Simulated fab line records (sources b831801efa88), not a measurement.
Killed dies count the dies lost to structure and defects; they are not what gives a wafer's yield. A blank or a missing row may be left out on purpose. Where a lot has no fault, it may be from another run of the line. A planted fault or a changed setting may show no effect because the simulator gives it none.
Matching of chambers    flow sky130    SKY_CAPM_CVD_00 on pecvd-04: 3 sister chambers
The step deposits SiO2, target thk 15.5 nm. 6 wafers are shown with their chamber, then 9 later ones without.

WAFERS WITH THEIR CHAMBER
wafer   chamber  heater-power-w (W)  susceptor-temp-C (C)
L081.2  1        666                 400.20
L084.1  1        655                 399.99
L084.5  0        595                 400.09
L087.1  2        938                 399.89
L087.4  0        583                 399.97
L087.6  2        920                 400.05

WAFERS WITH NO CHAMBER GIVEN
wafer   heater-power-w (W)  susceptor-temp-C (C)
L089.2  614                 399.76
L089.5  616                 400.03
L089.6  894                 399.60
L093.3  633                 400.17
L093.5  598                 400.22
L093.6  640                 399.99
L097.3  926                 400.05
L097.5  902                 400.09
L097.6  577                 399.92

EACH ONE'S CHAMBER
wafer    from the rows above       in truth
L089.2   0                         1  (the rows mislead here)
L089.5   can't be placed: 0 or 1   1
L089.6   2                         2
L093.3   can't be placed: 1 or 0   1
L093.5   0                         0
L093.6   1                         1
L097.3   2                         2
L097.5   2                         2
L097.6   0                         0
Correctly placed: 6 of 9. Unplaceable from these rows: 2, with the true chamber sitting among the candidates in 2. Number placed wrongly: 1.
How it was worked out, from the rows above alone: a wafer's distance from a chamber is the root of the sum, over the readings, of the square of ((its reading less the chamber's mean) divided by the reading's scatter). If the next closest chamber is less than 2 further off than the closest, the wafer can't be placed; otherwise it belongs to the closest. For every chamber, the mean is computed from those of its wafers that are shown. The scatter: the root of (the sum of the squares of (reading less its chamber's mean) over the shown wafers, divided by (wafers less chambers)).
